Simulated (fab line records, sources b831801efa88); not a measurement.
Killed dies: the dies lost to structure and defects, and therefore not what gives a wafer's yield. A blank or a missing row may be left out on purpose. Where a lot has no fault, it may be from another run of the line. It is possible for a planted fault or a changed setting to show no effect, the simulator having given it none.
fab line records ; flow sky130
[record] lots = 6; wafers = 18; lastDay = 50
route steps=708 shown SONOS_ONO@182 GATE_OXIDE@187
lots untouched by any fault: they come from a run of this same line in which no faults occurred
startH: start of the lot's first displayed wafer, in hours after the record's first day ; waitH: hours elapsed since this lot's preceding step ; " same as the row above ; L1.1+2: a single row standing in for several wafers ; - either no value or no given start ; * or withheld: withheld ; < > ~ a bound
route shown NAME@n: a module of which the file shows steps, and the number in the route of the first ; usual: mean and standard deviation over wafers with no fault ; same: alike in all rows ; chamber/n: place in a boat ; sites: each site's reading ; _std_site: standard deviation across them ; _edge_site: the outer-site mean with the inner-site mean subtracted ; radiusMm: how far each site lies from the wafer's centre ; mask NAME#n: copy n ; behind: the last tool/chamber to shape the wafer ; hold: reason for holding the lot/hours on hold/outcome of the hold ; device: the n, p or np transistor that did not switch ; end of line: tests run on the same wafers once the route is complete ; a step with no rows: only its recipe ; killed: dies that structure and defects cost at the first sort, which is not the same as the wafer's yield ; map: the dies of a wafer, with x for killed, . for not killed, _ for no die there
set.NAME: the run value of the setting; set.NAME@STEP: its run value at that earlier step ; model.NAME: the simulator's own value behind a step, which no gauge read
lots at selected steps of the route; one table per step, one row per wafer
services: a tool's chamber out of use, with start hour (startH, from the record's first day; less than 0 if before it), hours out, and reason
[[steps]]
[step SKY_SONOS_ONO_OVL_MEAS_14]
[usual] SONOS_ONO_OVL = 1.0/1.5
lot.wafer;tool;chamber;startH;waitH;SONOS_ONO_OVL[nm]
L863.1;overlay-02;-;335.24;0.1;1.4
L863.2;overlay-02;-;335.24;0.1;-0.9
L863.6;overlay-02;-;335.24;0.1;0.2
L869.2;overlay-01;-;387.69;0.1;1.1
L869.4;overlay-01;-;387.69;0.1;1.5
L869.6;overlay-01;-;387.69;0.1;-0.3
L874.1;overlay-02;-;433.89;0.1;1.2
L874.4;overlay-02;-;433.89;0.1;-1.0
L874.6;overlay-02;-;433.89;0.1;0.9
L875.1;overlay-01;-;439.07;0.1;0.3
L875.2;overlay-01;-;439.07;0.1;0.3
L875.3;overlay-01;-;439.07;0.1;0.3
L878.2;overlay-02;-;459.08;0.1;2.7
L878.4;overlay-02;-;459.08;0.1;3.1
L878.6;overlay-02;-;459.08;0.1;0.9
L879.3;overlay-02;-;470.55;0.1;2.1
L879.4;overlay-02;-;470.55;0.1;4.3
L879.5;overlay-02;-;470.55;0.1;4.0
[step SKY_SONOS_ONO_ETCH_15]
[recipe] targetDepthNm = 19.52; chemistry = CHF3/O2; sourceW = 600; biasW = 200; pressureMtorr = 40; chf3FlowSccm = 50; O2_flow_sccm = 5; timeS = 7.8
[usual] drypumpMotorCurrentA = 5.7/0.54; oesProductAu = 1.001/0.0098; throttleValvePct = 8.825/0.01
lot.wafer;tool;chamber;startH;waitH;drypumpMotorCurrentA;oesProductAu;rfHoursCounterH;throttleValvePct
L863.1;rieDiel-03;1;335.27;0.0;5.7;1.005;80;8.803
L863.2;rieDiel-03;2;335.27;0.0;5.7;0.992;10;8.822
L863.6;rieDiel-03;3;335.27;0.0;5.4;0.991;-;8.835
L869.2;rieDiel-02;1;387.72;0.0;6.0;1.001;82;8.818
L869.4;rieDiel-02;2;387.72;0.0;6.3;1.014;70;8.831
L869.6;rieDiel-02;3;387.72;0.0;6.2;1.009;-;8.821
L874.1;rieDiel-01;2;433.92;0.0;5.3;0.997;9;8.818
L874.4;rieDiel-01;1;433.92;0.0;4.7;0.998;11;8.852
L874.6;rieDiel-01;1;433.92;0.0;4.6;0.993;-;8.832
L875.1;rieDiel-03;3;439.11;0.0;5.4;1.003;76;8.847
L875.2;rieDiel-03;0;439.11;0.0;6.2;0.998;99;8.823
L875.3;rieDiel-03;2;439.11;0.0;5.7;0.997;11;8.825
L878.2;rieDiel-01;0;459.11;0.0;6.5;0.996;2;8.814
L878.4;rieDiel-01;1;459.11;0.0;4.6;0.990;11;8.836
L878.6;rieDiel-01;3;459.11;0.0;5.4;1.020;-;8.806
L879.3;rieDiel-01;0;470.57;0.0;6.5;0.993;2;8.822
L879.4;rieDiel-01;2;470.57;0.0;5.3;1.000;9;8.836
L879.5;rieDiel-01;3;470.57;0.0;5.3;0.999;-;8.806
[step SKY_SONOS_ONO_WET_ETCH_16]
[recipe] chemistry = dHF; targetDepthNm = 14; dry = n2Spin; target = SiO2; dilution = 100:1; tempC = 25; timeS = 280
[step SKY_SONOS_ONO_STRIP_17]
[recipe] chemistry = O2/N2; powerW = 1400; pressureMtorr = 1500; platenTempC = withheld; o2FlowSccm = 3000; n2FlowSccm = 300; overashFraction = 0.5
[usual] drypumpMotorCurrentA = 5.15/0.22; oesProductAu = 0.710/0.0042; stripTimeToEndpointS = 14.10/0.048
lot.wafer;tool;chamber;startH;waitH;drypumpMotorCurrentA;oesProductAu;rfHoursCounterH;stripTimeToEndpointS
L863.1;plasmaAsher-04;1;335.38;0.0;4.95;0.715;21;14.11
L863.2;plasmaAsher-04;0;335.38;0.0;5.44;0.707;21;14.03
L863.6;plasmaAsher-04;0;335.38;0.0;5.44;0.707;-;14.08
L869.2;plasmaAsher-04;0;387.83;0.0;5.46;0.704;26;14.08
L869.4;plasmaAsher-04;0;387.83;0.0;5.45;0.713;-;14.05
L869.6;plasmaAsher-04;0;387.83;0.0;5.46;0.715;-;14.11
L874.1;plasmaAsher-03;1;434.05;0.0;5.30;0.706;0;14.15
L874.4;plasmaAsher-03;0;434.05;0.0;5.07;0.717;-;14.14
L874.6;plasmaAsher-03;0;434.05;0.0;5.09;0.707;-;14.16
L875.1;plasmaAsher-02;0;439.22;0.0;4.77;0.710;63;14.12
L875.2;plasmaAsher-02;1;439.22;0.0;5.02;0.714;63;14.05
L875.3;plasmaAsher-02;1;439.22;0.0;5.02;0.711;-;14.07
L878.2;plasmaAsher-02;0;459.22;0.0;4.79;0.712;65;14.10
L878.4;plasmaAsher-02;0;459.22;0.0;4.79;0.713;-;14.15
L878.6;plasmaAsher-02;0;459.22;0.0;4.77;0.714;-;14.09
L879.3;plasmaAsher-04;1;470.71;0.0;4.96;0.716;-;14.12
L879.4;plasmaAsher-04;0;470.71;0.0;5.46;0.712;-;14.14
L879.5;plasmaAsher-04;1;470.71;0.0;4.98;0.702;-;14.15
[step SKY_SONOS_ONO_WET_ETCH_18]
[recipe] chemistry = H3PO4; targetDepthNm = 15; target = Si3N4; tempC = 160; timeS = 172
[step SKY_GATE_OXIDE_CLEAN_00]
[recipe] chemistry = SC1/SC2; mix = 1:4:20; tempC = 70; timeS = 150; dry = n2Spin
[step SKY_GATE_OXIDE_OXIDATION_01]
[recipe] tempC = 900; ambient = O2; stabiliseS = 600; purgeS = 300; targetThkA = 102.68; oxTimeS = 1473
[step SKY_GATE_OXIDE_THK_MEAS_02]
[recipe] reads = SiO2_of_GATE_OXIDE_OXIDATION_01
[usual] GATE_OXIDE_OXIDATION_00_THK = 10.29/0.18
lot.wafer;tool;chamber;startH;waitH;GATE_OXIDE_OXIDATION_00_THK[nm]
L863.1;filmMetro-04;-;337.71;0.0;10.41
L863.2;filmMetro-04;-;337.71;0.0;10.26
L863.6;filmMetro-04;-;337.71;0.0;10.40
L869.2;filmMetro-04;-;389.56;0.0;10.27
L869.4;filmMetro-04;-;389.56;0.0;10.44
L869.6;filmMetro-04;-;389.56;0.0;10.31
L874.1;filmMetro-02;-;435.66;0.0;10.33
L874.4;filmMetro-02;-;435.66;0.0;10.36
L874.6;filmMetro-02;-;435.66;0.0;10.31
L875.1;filmMetro-03;-;440.94;0.0;10.38
L875.2;filmMetro-03;-;440.94;0.0;10.39
L875.3;filmMetro-03;-;440.94;0.0;10.29
L878.2;filmMetro-03;-;460.84;0.0;10.22
L878.4;filmMetro-03;-;460.84;0.0;10.28
L878.6;filmMetro-03;-;460.84;0.0;10.26
L879.3;filmMetro-02;-;473.26;0.0;10.27
L879.4;filmMetro-02;-;473.26;0.0;10.33
L879.5;filmMetro-02;-;473.26;0.0;10.47
[step SKY_GATE_OXIDE_DEHYDRATE_03]
[recipe] tempC = 200; timeS = 60
[step SKY_GATE_OXIDE_HMDS_04]
[recipe] primeTimeS = 60; primeTempC = 120
[step SKY_GATE_OXIDE_COAT_05]
[recipe] resist = NOVOLAK; spinRpm = 3053; resistThkNm = 1140
[step SKY_GATE_OXIDE_SOFTBAKE_06]
[recipe] tempC = 90; timeS = 60; resist = NOVOLAK
[step SKY_GATE_OXIDE_EXPOSE_07]
[recipe] maskId = LVOM; na = 0.6; sourceShape = conventional; sigmaOuter = 0.6; polarization = unpolarized; targetCdNm = 600; doseMj = 170
[usual] exposureDoseMJCm2 = 169.98/0.16; focusOffsetNm = 0.0/0.56
lot.wafer;tool;chamber;startH;waitH;mask;exposureDoseMJCm2;focusOffsetNm
L863.1;ilineStepper-01;0;350.70;-;LVOM#0;169.89;-0.4
L863.2;ilineStepper-01;0;350.70;-;LVOM#0;169.58;0.0
L863.6;ilineStepper-01;0;350.70;-;LVOM#0;169.78;1.1
L869.2;ilineStepper-01;0;409.10;-;LVOM#0;169.92;-0.6
L869.4;ilineStepper-01;0;409.10;-;LVOM#0;169.80;-0.2
L869.6;ilineStepper-01;0;409.10;-;LVOM#0;170.27;-0.3
L874.1;ilineStepper-01;-;451.24;-;LVOM#0;-;-
L874.4;ilineStepper-01;-;451.24;-;LVOM#0;-;-
L874.6;ilineStepper-01;-;451.24;-;LVOM#0;-;-
L875.1;ilineStepper-02;-;457.76;-;LVOM#0;-;-
L875.2;ilineStepper-02;-;457.76;-;LVOM#0;-;-
L875.3;ilineStepper-02;-;457.76;-;LVOM#0;-;-
L878.2;ilineStepper-02;0;475.20;-;LVOM#0;170.17;-0.4
L878.4;ilineStepper-02;0;475.20;-;LVOM#0;169.84;0.2
L878.6;ilineStepper-02;0;475.20;-;LVOM#0;170.22;-0.4
L879.3;ilineStepper-02;0;489.94;-;LVOM#0;169.96;0.4
L879.4;ilineStepper-02;0;489.94;-;LVOM#0;170.00;0.7
L879.5;ilineStepper-02;0;489.94;-;LVOM#0;170.13;-0.4
[step SKY_GATE_OXIDE_PEB_08]
[recipe] tempC = withheld; timeS = *; resist = NOVOLAK
[[services]]
tool;chamber;startH;hours;kind
rieDiel-03;2;312.43;6.3;repair
plasmaAsher-02;-;320.15;2.8;pm
ilineStepper-01;-;324.92;1.7;pm
plasmaAsher-02;-;334.47;5.1;repair
rieDiel-03;-;349.52;15.6;pm
rieDiel-01;0;397.07;5.0;repair
plasmaAsher-03;-;402.19;4.3;repair
ilineStepper-02;-;404.38;10.5;repair
rieDiel-03;1;418.95;14.9;repair
plasmaAsher-03;-;421.25;9.0;pm
plasmaAsher-03;0;421.25;9.5;ventCycle
plasmaAsher-03;1;421.25;9.5;ventCycle
rieDiel-02;-;422.26;2.8;pm
plasmaAsher-03;-;428.03;2.7;repair
rieDiel-02;-;430.24;1.0;repair
plasmaAsher-03;0;430.25;-;clean
rieDiel-03;1;445.36;14.8;repair
rieDiel-03;0;460.21;-;clean
rieDiel-03;0;460.21;17.2;scheduledDown
rieDiel-03;0;460.21;17.2;ventCycle
ilineStepper-01;-;467.53;9.9;repair
ilineStepper-02;-;477.44;1.7;pm
ilineStepper-02;-;479.11;8.9;pm
rieDiel-02;1;488.03;4.1;repair
[[key]]
[firstSign] step = SKY_GATE_OXIDE_EXPOSE_07; reading = toolRecord; direction = missing
effect none on later readings
metAt SKY_GATE_OXIDE_EXPOSE_07
struckWafers L874.1,L874.4,L874.6,L875.1,L875.2,L875.3
laterRowsLeftOut L874.1,L874.4,L874.6,L875.1,L875.2,L875.3
sortLeftOut L874.1,L874.4,L874.6,L875.1,L875.2,L875.3
testerLeftOut L874,L875
onsetBetween 409.10 451.24
[fault] kind = skippedStepWhole; tool = ilineStepper-01,ilineStepper-02; chamber = -; onsetH = 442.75; steps = SKY_GATE_OXIDE_EXPOSE_07; scope = struckLotsOnly
// testerLeftOut: of these lots the tester's yield and bins aren't shown, on N5 and GAA mostly nor the transistor test; their killed dies are dies lost to structure and defects alone, not to doping, threshold or leakage, so they don't give the yield
// sortLeftOut: the simulated sort isn't trusted on such a fault, so these wafers' sort isn't shown, and their yield isn't known
// laterRowsLeftOut: the simulator's readings of these wafers behind a module that went badly wrong aren't trusted and aren't shown, but for the sort
